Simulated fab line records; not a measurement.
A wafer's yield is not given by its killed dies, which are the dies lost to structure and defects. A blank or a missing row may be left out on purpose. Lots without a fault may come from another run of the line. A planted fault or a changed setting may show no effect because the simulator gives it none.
Comparing a struck lot with a sound one | flow gf180mcu | 14 out of 602 route steps
Sound: wafers L294.2, L294.5, L294.6. Struck: wafer L304.2. (L304.5, L304.6 of the same lot were not struck and are left out.) The cause comes at the end.
For every step that has rows: the tool of each side, followed by ch and its chambers, followed by its first start. Under that, the readings that differ: sound wafers | struck wafers | difference of the means | sigmas: that difference in standard deviations of wafers without a fault.
alike: readings with means less than 2 such deviations apart, plus words and numbers identical on both sides. not compared: withheld readings, readings lacking a value on some wafer, bounds such as >300 that could conceal the same value, and numbers that have no deviation in the record and whose values overlap.
Wherever a step has rows on one side only, a row that says differs or no value, or a row with sigmas, the two part there. When numbers do not overlap yet have no deviation, they are printed without sigmas and do not part them. Lack of a reading on every wafer of one side parts them only where that side has two or more wafers.

first, 4 steps without rows for these wafers: GF_V5_SOFTBAKE_10 (time 60 s); GF_V5_EXPOSE_11 (exposes mask Via5, target cd 260 nm); GF_V5_PEB_12 (peb time 90 s); GF_V5_DEVELOP_13 (develop time 60 s).
GF_V5_CD_MEAS_14: target cd 260 nm.
  sound on cd sem-02 at day 27 14:36; struck on cd sem-01 at day 30 11:38
  reading    | sound             | struck | difference | sigmas
  cd nm (nm) | 261.5 260.7 261.3 | 257.6  | -3.6       | -3
GF_V5_OVL_MEAS_15:
  sound on overlay-02 at day 27 14:42; struck on overlay-02 at day 30 11:44
  alike: V5_OVL
GF_V5_ETCH_16: etches BARC in N2/H2.
  sound on rie diel-04 ch 1,2, day 27 14:44; struck on rie diel-01 ch 1, day 30 11:46
  alike: drypump motor current A, n2 flow sccm, oes product au, throttle valve pct
GF_V5_ETCH_17: etches SiO2 in C4F8/O2/Ar, stops on TiN, target depth 855 nm.
  sound: rie diel-04 ch 1,2; struck: rie diel-01 ch 1
  alike: oes product au
GF_V5_STRIP_18: strips in O2/N2.
  sound on plasma asher-02 ch 0,1, day 27 14:53; struck on plasma asher-03 ch 1, day 30 11:55
  reading            | sound       | struck | difference | sigmas
  heater power w (W) | 284 284 321 | 361    | +65        | +2
  alike: drypump motor current A, n2 flow sccm, oes product au, platen temp c
  not compared: rf hours counter h
then, 2 steps without rows for these wafers: GF_V5_STRIP_19 (strips in post etch residue remover, time 1200 s); GF_V5_CLEAN_20 (cleans in DIW).
GF_V5_SPUTTER_21: material Ti, target thk 15 nm, time 80.02 s.
  sound on pvd sputter-02 at day 27 15:26; struck on pvd sputter-04 at day 30 12:28
  alike: throttle valve pct
GF_V5_SPUTTER_22: material TiN, target thk 10 nm, time 40 s.
  sound on pvd sputter-02 at day 27 15:29; struck on pvd sputter-04 at day 30 12:31
  reading                                | sound             | struck | difference | sigmas
  model.TiN_of_V5_SPUTTER_22.thk nm (nm) | 9.861 9.746 9.917 | 7.612  | -2.229     |
  alike: throttle valve pct
GF_V5_CVD_23: deposits W, target thk 350 nm, time 104.9 s.
  sound on cvd w-02 ch 0,1, day 27 15:32; struck on cvd w-02 ch 1, day 30 12:34
  alike: heater power w

## WHERE THEY PART
Earliest at GF_V5_CD_MEAS_14; latest, in this record, at GF_V5_STRIP_18. Later steps at which nothing parts them and some readings are alike: GF_V5_SPUTTER_21, GF_V5_SPUTTER_22, GF_V5_CVD_23.

WHY: whatever the simulator had introduced
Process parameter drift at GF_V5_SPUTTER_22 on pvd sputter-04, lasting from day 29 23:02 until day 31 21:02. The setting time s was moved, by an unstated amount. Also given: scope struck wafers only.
